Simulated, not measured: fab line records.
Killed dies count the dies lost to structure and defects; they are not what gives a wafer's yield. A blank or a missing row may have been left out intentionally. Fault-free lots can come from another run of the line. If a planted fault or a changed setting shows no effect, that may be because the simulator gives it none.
Matching of chambers / flow sky130 / SKY_METAL4_ETCH_17 on rieDiel-01 has 4 sister chambers
The step etches SiO2 in C4F8/O2/Ar, stops on TiN, time 3.9 s, target depth 15 nm. 4 wafers are shown with their chamber, then 12 later ones without.

== WAFERS, EACH WITH ITS CHAMBER ==
wafer=L090.2; chamber=1; oesProductAu (a.u.)=0.747
wafer=L091.4; chamber=0; oesProductAu (a.u.)=0.759
wafer=L091.5; chamber=2; oesProductAu (a.u.)=0.747
wafer=L091.6; chamber=3; oesProductAu (a.u.)=0.751

== WAFERS WHOSE CHAMBER IS MISSING ==
wafer=L092.3; oesProductAu (a.u.)=0.748
wafer=L092.4; oesProductAu (a.u.)=0.746
wafer=L092.6; oesProductAu (a.u.)=0.755
wafer=L093.3; oesProductAu (a.u.)=0.758
wafer=L093.4; oesProductAu (a.u.)=0.753
wafer=L093.5; oesProductAu (a.u.)=0.765
wafer=L095.2; oesProductAu (a.u.)=0.753
wafer=L095.3; oesProductAu (a.u.)=0.763
wafer=L095.6; oesProductAu (a.u.)=0.760
wafer=L097.1; oesProductAu (a.u.)=0.768
wafer=L097.3; oesProductAu (a.u.)=0.754
wafer=L097.4; oesProductAu (a.u.)=0.768

== THE CHAMBER EACH PASSED THROUGH ==
wafer=L092.3; from the rows above=can't be placed: 1 or 2 or 3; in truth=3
wafer=L092.4; from the rows above=can't be placed: 1 or 2 or 3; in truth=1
wafer=L092.6; from the rows above=can't be placed: 0 or 3 or 1 or 2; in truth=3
wafer=L093.3; from the rows above=can't be placed: 0 or 3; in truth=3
wafer=L093.4; from the rows above=can't be placed: 3 or 0 or 1 or 2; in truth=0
wafer=L093.5; from the rows above=can't be placed: 0 or 3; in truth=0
wafer=L095.2; from the rows above=can't be placed: 3 or 0 or 1 or 2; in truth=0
wafer=L095.3; from the rows above=can't be placed: 0 or 3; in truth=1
wafer=L095.6; from the rows above=can't be placed: 0 or 3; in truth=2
wafer=L097.1; from the rows above=can't be placed: 0 or 3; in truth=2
wafer=L097.3; from the rows above=can't be placed: 3 or 0 or 1 or 2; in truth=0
wafer=L097.4; from the rows above=can't be placed: 0 or 3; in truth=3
0 of 12 placed correctly. From these rows, 12 cannot be placed; in 9 the true chamber is one of the candidates. Placed wrongly: 0.
How it was worked out, from the rows above alone: a wafer's distance from a chamber is the root of the sum, over the readings, of the square of ((its reading less the chamber's mean) divided by the reading's scatter). The wafer belongs to the nearest chamber; if the next one is less than 2 further off, it can't be placed. Each chamber's mean is taken over the wafers shown for it. The scatter (one wafer shown for each chamber): square how far every hidden wafer sits from the nearest shown wafer, average those squares and take the square root.
